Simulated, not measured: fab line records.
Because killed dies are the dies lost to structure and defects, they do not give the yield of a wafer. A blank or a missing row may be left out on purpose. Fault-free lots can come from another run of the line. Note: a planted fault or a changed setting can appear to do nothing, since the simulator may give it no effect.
2 desks, one fault :: flow sky130 :: what lay behind the numbers comes last; until then each desk has only its own

== AT THE METROLOGY DESK ==
Lot by lot, what the gauges showed, no matter which tool ran the lot: averages of those sampled wafers that carry a number. The brackets show how far a lot's mean lies from the usual mean; more than 4 standard deviations puts the lot out of limits, marked OUT.
Columns: A = LDD_P_OVL at SKY_LDD_P_OVL_MEAS_08, usual 0.4 nm; B = LDD_LDN_OVL at SKY_LDD_LDN_OVL_MEAS_07, usual 0.5 nm; C = SPACER_CVD_00_THK at SKY_SPACER_THK_MEAS_01, usual 43.2 nm
lot: L527
first seen here: day 19 14:38
A: -0.5
B: 1.1
C: 43.5

lot: L528
first seen here: day 19 18:19
A: -0.2
B: 1.2
C: 42.6

lot: L529
first seen here: day 19 21:20
A: -0.6
B: -1.1
C: 43.0

lot: L531
first seen here: day 20 07:55
A: -0.2
B: 1.1
C: 42.8

lot: L533
first seen here: day 21 08:05
A: 2.2
B: 0.1
C: 43.2

lot: L532
first seen here: day 21 10:42
A: -0.7
B: 0.5
C: 42.7

lot: L534
first seen here: day 21 13:56
A: 0.9
B: 1.6
C: 43.3

lot: L535
first seen here: day 21 22:59
A: 0.8
B: 1.5
C: 43.5

lot: L536
first seen here: day 22 10:38
A: 0.2
B: 1.4
C: 43.3

lot: L538
first seen here: day 23 15:16
A: -0.4
B: 0.6
C: 43.3

lot: L540
first seen here: day 24 05:42
A: 0.7
B: 1.8
C: 42.8

lot: L541
first seen here: day 24 08:08
A: 1.4
B: 1.4
C: 43.6

lot: L543
first seen here: day 24 21:36
A: -1.3
B: -1.9
C: 42.8

lot: L549
first seen here: day 26 18:37
A: 1.6
B: 1.1
C: 43.6
This desk's finding: nothing out of limits on any of the 14 lots.

== FOR THE TOOL OWNER'S DESK: lithoTrack-01 ==
The tool's own readings at SKY_LDD_LDN_DEVELOP_06 (develop time 60 s): means of the sampled wafers that have a number, for each lot that ran on this tool. The brackets show how far a lot's mean lies from the usual mean; more than 4 standard deviations puts the lot out of limits, marked OUT.
Columns: A = developerTempC at SKY_LDD_LDN_DEVELOP_06, usual 22.98 C
lot: L527
first seen here: day 23 11:56
A: 22.95

lot: L538
first seen here: day 27 07:48
A: 23.09

lot: L541
first seen here: day 27 23:45
A: 22.04 (-8.6) OUT

lot: L543
first seen here: day 28 14:08
A: 22.02 (-8.7) OUT
Finding of this desk: L541, L543 out of limits; the first was L541 at day 27 23:45, on developerTempC at SKY_LDD_LDN_DEVELOP_06. L527, L538: within limits.

== ALL TOGETHER ==
The tool owner's desk had the chance to raise an alarm at day 27 23:45 on L541, L543.
Metrology desk: nothing out of limits seen.
The metrology desk has L541, L543 on record, within its limits.
SKY_LDD_LDN_DEVELOP_06 was run on lithoTrack-01 by each of the lots named.

== WHAT THE SIMULATOR HAD PUT IN ==
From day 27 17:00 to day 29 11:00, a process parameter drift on lithoTrack-01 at SKY_LDD_LDN_DEVELOP_06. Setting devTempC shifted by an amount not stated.
Struck lots among those shown: L541, L543.
How many hours passed from the start of the fault until each desk's first out-of-limits reading: the tool owner's desk, 7.
